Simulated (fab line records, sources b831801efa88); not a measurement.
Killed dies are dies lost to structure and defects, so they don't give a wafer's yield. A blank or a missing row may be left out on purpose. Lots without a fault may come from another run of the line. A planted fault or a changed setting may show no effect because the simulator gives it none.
Which tool did it? | flow sky130 | 12 lots, 33 wafers sampled, at 6 steps of a route of 708

WHAT THE GAUGES READ, wafer by wafer
The record holds no reading of a measuring or inspecting step that can be judged against a usual standard deviation.

WHICH TOOL RAN EACH LOT (tool, then ch and the chambers of the sampled wafers, then the start)
lot  | SKY_LI_CONTACT_ETCH_14             | SKY_LOCAL_INTERCONNECT_SPUTTER_00 | SKY_CONTACT_CMP_04            | SKY_CONTACT_ETCH_17                | SKY_CONTACT_CVD_24            | SKY_PAD_OPEN_PROBE_99
L414 | rie_diel-03 ch 1,2,3, day 30 04:30 | pvd_sputter-04, day 30 05:40      | cmp-02 ch 1,2,3, day 31 09:55 | rie_diel-02 ch 0,2, day 32 13:40   | cvd_w-02 ch 0,1, day 32 14:25 | -
L415 | rie_diel-01 ch 0,1,3, day 30 07:33 | pvd_sputter-01, day 30 08:44      | cmp-01 ch 0,2,3, day 31 13:21 | rie_diel-02 ch 0,1,2, day 32 16:46 | cvd_w-01 ch 1, day 32 17:31   | -
L416 | rie_diel-01 ch 0,2,3, day 31 14:32 | pvd_sputter-02, day 31 15:50      | cmp-01 ch 0,2, day 32 20:19   | rie_diel-03 ch 1,2,3, day 34 00:05 | cvd_w-02 ch 0,1, day 34 00:55 | -
L419 | rie_diel-03 ch 1,2, day 31 18:30   | pvd_sputter-02, day 31 19:40      | cmp-01 ch 0,2, day 32 23:52   | rie_diel-02 ch 0,1,2, day 34 03:10 | cvd_w-01 ch 0,1, day 34 03:55 | -
L425 | rie_diel-01 ch 2,3, day 33 10:38   | pvd_sputter-02, day 33 11:47      | cmp-01 ch 0,2, day 34 15:50   | rie_diel-02 ch 0,2, day 35 18:26   | cvd_w-01 ch 1, day 35 19:17   | prober-01, day 48 21:10
L426 | rie_diel-04 ch 2,3, day 33 14:53   | pvd_sputter-02, day 33 16:02      | cmp-01 ch 1, day 34 19:02     | rie_diel-03 ch 0,3, day 35 21:56   | cvd_w-02 ch 0,1, day 35 22:47 | prober-02, day 48 22:46
L427 | rie_diel-04 ch 1,2, day 33 21:51   | pvd_sputter-04, day 33 23:14      | cmp-01 ch 0, day 35 02:27     | rie_diel-02 ch 3, day 36 05:37     | cvd_w-02 ch 1, day 36 06:50   | prober-01, day 49 05:25
L431 | rie_diel-03 ch 0,3, day 35 08:41   | pvd_sputter-04, day 35 09:52      | cmp-02 ch 1,3, day 36 13:34   | rie_diel-03 ch 0,1,3, day 37 15:14 | cvd_w-01 ch 0,1, day 37 16:01 | -
L432 | rie_diel-03 ch 1,3, day 35 11:38   | pvd_sputter-01, day 35 12:49      | cmp-02 ch 0,2, day 36 16:35   | rie_diel-04 ch 0,1, day 37 18:59   | cvd_w-02 ch 0,1, day 37 19:46 | -
L433 | rie_diel-04 ch 0,3, day 35 16:18   | pvd_sputter-04, day 35 17:28      | cmp-02 ch 0,3, day 36 20:37   | rie_diel-04 ch 1,2,3, day 37 22:30 | cvd_w-01 ch 0,1, day 37 23:16 | -
L434 | rie_diel-03 ch 0,2, day 35 23:53   | pvd_sputter-02, day 36 01:13      | cmp-02 ch 0,2,3, day 37 04:36 | rie_diel-04 ch 1,2, day 38 06:52   | cvd_w-02 ch 0,1, day 38 07:37 | -
L435 | rie_diel-03 ch 1,2, day 36 07:02   | pvd_sputter-02, day 36 08:11      | cmp-02 ch 0,1,2, day 37 12:09 | rie_diel-02 ch 0,1,2, day 38 13:41 | cvd_w-01 ch 0,1, day 38 14:52 | -
- SKY_LI_CONTACT_ETCH_14: etches BARC in N2/H2, stops on SiO2, time 45.9 s, target depth 60 nm.
- SKY_LOCAL_INTERCONNECT_SPUTTER_00: material TiN, target thk 100 nm, time 83.3 s.
- SKY_CONTACT_CMP_04: polishes SiO2.
- SKY_CONTACT_ETCH_17: etches SiO2 in C4F8/O2/Ar, stops on Si3N4, target depth 340 nm.
- SKY_CONTACT_CVD_24: deposits W, target thk 340 nm, time 102.12 s.
- SKY_PAD_OPEN_PROBE_99

WHAT THE TOOLS THEMSELVES READ (means of the sampled wafers that have a number; where no wafer has one, the mark that the record gives instead)
SKY_LI_CONTACT_ETCH_14. Usual: drypump_motor_current_A 5.6 A, standard deviation 0.54; oes_product_au 0.855 a.u., standard deviation 0.0047; rf_fwd_power_W 495.9 W, standard deviation 2.2; throttle_valve_pct 13.225 %, standard deviation 0.0092.
lot  | tool        | drypump_motor_current_A (A) | oes_product_au (a.u.) | rf_fwd_power_W (W) | throttle_valve_pct (%) | flag
L414 | rie_diel-03 | 5.6                         | 0.853                 | 495.1              | 13.223                 |
L415 | rie_diel-01 | 5.7                         | 0.850                 | 496.0              | 13.233                 |
L416 | rie_diel-01 | 5.8                         | 0.855                 | 496.0              | 13.232                 |
L419 | rie_diel-03 | 5.2                         | 0.856                 | 497.4              | 13.229                 |
L425 | rie_diel-01 | 5.8                         | 0.856                 | 495.2              | 13.211                 |
L426 | rie_diel-04 | 5.8                         | 0.853                 | 497.2              | 13.221                 |
L427 | rie_diel-04 | 6.1                         | 0.859                 | 496.2              | 13.221                 |
L431 | rie_diel-03 | 5.3                         | 0.853                 | 496.0              | 13.225                 |
L432 | rie_diel-03 | 6.0                         | 0.861                 | 496.4              | 13.223                 |
L433 | rie_diel-04 | 5.9                         | 0.858                 | 495.9              | 13.228                 |
L434 | rie_diel-03 | 4.8                         | 0.859                 | 494.4              | 13.221                 |
L435 | rie_diel-03 | 5.2                         | 0.854                 | 497.0              | 13.222                 |

SKY_LOCAL_INTERCONNECT_SPUTTER_00. Usual: chamber_pressure_pa 0.4001 Pa, standard deviation 0.00086; throttle_valve_pct 29.9 %, standard deviation 0.76.
lot  | tool           | chamber_pressure_pa (Pa) | throttle_valve_pct (%) | flag
L414 | pvd_sputter-04 | 0.3999                   | 30.0                   |
L415 | pvd_sputter-01 | 0.4002                   | 30.1                   |
L416 | pvd_sputter-02 | 0.4005                   | 30.1                   |
L419 | pvd_sputter-02 | 0.3998                   | 30.0                   |
L425 | pvd_sputter-02 | 0.3998                   | 29.2                   |
L426 | pvd_sputter-02 | 0.3999                   | 30.2                   |
L427 | pvd_sputter-04 | 0.3992                   | 30.0                   |
L431 | pvd_sputter-04 | 0.3999                   | 29.9                   |
L432 | pvd_sputter-01 | 0.4010                   | 29.4                   |
L433 | pvd_sputter-04 | 0.3992                   | 29.3                   |
L434 | pvd_sputter-02 | 0.3999                   | 29.6                   |
L435 | pvd_sputter-02 | 0.4009                   | 30.3                   |

SKY_CONTACT_CMP_04. Usual: head_pressure_psi 4.002 psi, standard deviation 0.0085; motor_current_A 12.1 A, standard deviation 0.91; time_to_endpoint_s 81 s, standard deviation 3.9.
lot  | tool   | head_pressure_psi (psi) | motor_current_A (A) | time_to_endpoint_s (s) | flag
L414 | cmp-02 | 3.996                   | 12.0                | 83                     |
L415 | cmp-01 | 4.000                   | 11.9                | 82                     |
L416 | cmp-01 | 3.998                   | 12.8                | 80                     |
L419 | cmp-01 | 3.995                   | 12.7                | 82                     |
L425 | cmp-01 | 3.990                   | 13.0                | 90                     |
L426 | cmp-01 | 4.010                   | 11.4                | 92                     |
L427 | cmp-01 | 4.003                   | 12.8                | 92                     |
L431 | cmp-02 | 4.005                   | 12.3                | 84                     |
L432 | cmp-02 | 4.006                   | 12.9                | 85                     |
L433 | cmp-02 | 4.011                   | 11.9                | 82                     |
L434 | cmp-02 | 4.005                   | 12.4                | 85                     |
L435 | cmp-02 | 4.009                   | 12.7                | 80                     |

SKY_CONTACT_ETCH_17. Usual: oes_product_au 0.892 a.u., standard deviation 0.0048; rf_fwd_power_W 1488 W, standard deviation 5.9.
lot  | tool        | oes_product_au (a.u.) | rf_fwd_power_W (W) | flag
L414 | rie_diel-02 | 0.893                 | 1482               |
L415 | rie_diel-02 | 0.894                 | 1491               |
L416 | rie_diel-03 | 0.892                 | 1489               |
L419 | rie_diel-02 | 0.893                 | 1483               |
L425 | rie_diel-02 | 0.944                 | 1488               | OFF
L426 | rie_diel-03 | 0.948                 | 1486               | OFF
L427 | rie_diel-02 | 0.937                 | 1490               | OFF
L431 | rie_diel-03 | 0.896                 | 1488               |
L432 | rie_diel-04 | 0.891                 | 1480               |
L433 | rie_diel-04 | 0.896                 | 1495               |
L434 | rie_diel-04 | 0.895                 | 1493               |
L435 | rie_diel-02 | 0.895                 | 1485               |

SKY_CONTACT_CVD_24. Usual: heater_power_w 874 W, standard deviation 58.
lot  | tool     | heater_power_w (W) | flag
L414 | cvd_w-02 | 912                |
L415 | cvd_w-01 | 746                |
L416 | cvd_w-02 | 917                |
L419 | cvd_w-01 | 827                |
L425 | cvd_w-01 | 740                |
L426 | cvd_w-02 | 919                |
L427 | cvd_w-02 | 914                |
L431 | cvd_w-01 | 818                |
L432 | cvd_w-02 | 920                |
L433 | cvd_w-01 | 847                |
L434 | cvd_w-02 | 914                |
L435 | cvd_w-01 | 823                |

SKY_PAD_OPEN_PROBE_99. Usual: killed_at_M0_to_M3 43, standard deviation 6.5; killed_at_M4_up 3.5, standard deviation 1.9; killed_at_contacts 24, standard deviation 5.4; killed_at_front_end 16, standard deviation 4.8; killed_at_other 0.4, standard deviation 0.64; killed_dies 87, standard deviation 9.4; killed_on_rim 18, standard deviation 4.1; killed_open 47, standard deviation 7; killed_short 40, standard deviation 6.3.
lot  | tool      | killed_at_M0_to_M3 | killed_at_M4_up | killed_at_contacts | killed_at_front_end | killed_at_other | killed_dies | killed_on_rim | killed_open | killed_short | flag
L425 | prober-01 | 44                 | 1.0             | 47                 | 18                  | 0.5             | 110         | 28            | 44          | 42           | OFF
L426 | prober-02 | 41                 | 2.0             | 76                 | 18                  | 0.0             | 136         | 34            | 47          | 32           | OFF
L427 | prober-01 | 44                 | 3.0             | 156                | 17                  | 1.0             | 221         | 32            | 38          | 50           | OFF

THE ANSWER, worked out from the rows above alone
Rule: a lot is off if the mean of its wafers that have a number lies more than 3 standard deviations from the usual mean. A lot without any number at a reading at which 4 lots or more have one is off too. The other lots that the step has rows for count as sound. The gauges are gone through in route order, then the tools' own readings, and for those a lot's mean is taken as printed above. The first step at which some lot is off is used, and at that step the reading that is off furthest; a lot without a number counts as furthest.
Off: L425, L426, L427, at SKY_CONTACT_ETCH_17 (oes_product_au).
A tool fits if, at that step or a process step before it, it ran every lot that is off, and no sound lot after the first of them. One fits: cmp-01 at SKY_CONTACT_CMP_04. Its last sound lot is L419 (day 32 23:52), its first lot that is off L425 (day 34 15:50): a fault that began between those two fits.

WHAT THE SIMULATOR HAD PUT IN
Process parameter drift: cmp-01, from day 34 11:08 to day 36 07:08, at SKY_CONTACT_CMP_04. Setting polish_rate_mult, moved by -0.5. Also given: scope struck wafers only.
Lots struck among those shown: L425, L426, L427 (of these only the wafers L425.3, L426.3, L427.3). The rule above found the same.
